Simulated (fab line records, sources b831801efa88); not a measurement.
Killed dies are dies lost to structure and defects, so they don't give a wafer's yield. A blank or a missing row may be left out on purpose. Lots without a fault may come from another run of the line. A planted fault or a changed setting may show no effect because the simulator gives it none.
A struck lot beside a sound one | flow sky130 | 36 steps out of a route of 708
Sound: wafers L825.1, L825.3, L825.5. Struck: wafers L837.1, L837.4. (L837.5 of the same lot was not struck and is left out.) The cause comes at the end.
At each step with rows: each side's tool, then ch and its chambers, then its first start. Under that, the readings that differ: sound wafers | struck wafers | difference of the means | sigmas: that difference in standard deviations of wafers without a fault.
alike: readings whose means differ by less than 2 such deviations, and words and numbers that are the same on both sides. not compared: withheld readings, readings that some wafer has no value for, bounds like >300 that may hide the same value, and numbers for which the record gives no deviation and whose values overlap.
The two part at a step that has a row with sigmas, a row that says differs or no value, or rows on one side only. Numbers that don't overlap but have no deviation are shown without sigmas and don't part them. A reading that every wafer of one side lacks parts them only if that side has two wafers or more.

first, 10 steps without rows for these wafers: SKY_DNWELL_IMPLANT_07; SKY_DNWELL_STRIP_08 (strips in O2/N2); SKY_PWDE_DEHYDRATE_00 (time 60 s); SKY_PWDE_HMDS_01 (prime time 60 s); SKY_PWDE_COAT_02 (resist thk 3000 nm); SKY_PWDE_SOFTBAKE_03; SKY_PWDE_EXPOSE_04 (exposes mask PWDEM, target cd 840 nm); SKY_PWDE_PEB_05; SKY_PWDE_DEVELOP_06 (develop time 60 s); SKY_PWDE_IMPLANT_08.
SKY_PWDE_STRIP_09: strips in O2/N2.
  sound on plasma_asher-03 ch 0,1, day 5 14:36; struck on plasma_asher-03 ch 0, day 8 00:13
  reading                      | sound             | struck      | difference | sigmas
  strip_time_to_endpoint_s (s) | 36.76 36.67 36.71 | 37.04 36.90 | +0.26      | +3
  alike: drypump_motor_current_A, oes_product_au
  not compared: rf_hours_counter_h
then, 22 steps without rows for these wafers: SKY_NWELL_DEHYDRATE_03 (time 60 s); SKY_NWELL_HMDS_04 (prime time 60 s); SKY_NWELL_COAT_05 (resist thk 3000 nm); SKY_NWELL_SOFTBAKE_06; SKY_NWELL_EXPOSE_07 (exposes mask NWM, target cd 840 nm); SKY_NWELL_PEB_08; SKY_NWELL_DEVELOP_09 (develop time 60 s); SKY_NWELL_IMPLANT_11; SKY_NWELL_IMPLANT_12; SKY_NWELL_IMPLANT_13; SKY_NWELL_STRIP_14 (strips in O2/N2); SKY_NWELL_DEHYDRATE_16 (time 60 s); SKY_NWELL_HMDS_17 (prime time 60 s); SKY_NWELL_COAT_18 (resist thk 3000 nm); SKY_NWELL_SOFTBAKE_19; SKY_NWELL_EXPOSE_20 (exposes mask NWM COMPLEMENT, target cd 840 nm); SKY_NWELL_PEB_21; SKY_NWELL_DEVELOP_22 (develop time 60 s); SKY_NWELL_IMPLANT_24; SKY_NWELL_STRIP_25 (strips in O2/N2); SKY_NWELL_CLEAN_27 (cleans in SC1/SC2, time 150 s); SKY_NWELL_RTA_28 (time 30 s).
-- the record jumps here: 11 days lie between the struck wafers' starts before and after (it left off in module NWELL and takes up again in module SONOS_ONO, whose first step shown is number 180 of the route) --
SKY_SONOS_ONO_DEVELOP_12: develop time 60 s.
  sound on litho_track-04 ch 0, day 15 02:46; struck on litho_track-01 ch 0, day 18 17:44
  reading                    | sound             | struck      | difference | sigmas
  model.SONOS_ONO.cd_nm (nm) | 412.6 411.3 411.4 | 440.1 442.2 | +29.4      |
  alike: chill_plate_temp_C
SKY_SONOS_ONO_ETCH_15: etches the open film in CHF3/O2, target depth 19.52 nm, time 7.8 s.
  sound on rie_diel-04 ch 0,1, day 15 03:04; struck on rie_diel-02 ch 0,1, day 18 18:02
  reading                    | sound             | struck      | difference | sigmas
  model.SONOS_ONO.cd_nm (nm) | 412.5 411.2 411.3 | 440.1 442.4 | +29.6      |
  alike: drypump_motor_current_A, oes_product_au, throttle_valve_pct
  not compared: rf_hours_counter_h
-- the record jumps here: 31 days lie between the struck wafers' starts before and after (it left off in module SONOS_ONO and takes up again in module PAD_OPEN, whose first step shown is number 708 of the route) --
SKY_PAD_OPEN_PROBE_99:
  sound on prober-01, day 47 12:48; struck on prober-01, day 49 23:54
  reading             | sound    | struck  | difference | sigmas
  killed_at_front_end | 23 15 13 | 70 57   | +46        | +11
  killed_at_other     | 0 0 0    | 1 2     | +2         | +2
  killed_dies         | 82 88 74 | 137 121 | +48        | +5
  alike: killed_at_M0_to_M3, killed_at_M4_up, killed_at_contacts, killed_open, killed_short

WHERE THEY PART
First at SKY_PWDE_STRIP_09; last, within this record, at SKY_PAD_OPEN_PROBE_99.

WHY: what the simulator had put in
Chamber particle source: plasma_asher-03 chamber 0, from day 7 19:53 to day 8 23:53, at SKY_PWDE_STRIP_09. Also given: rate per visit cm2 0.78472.
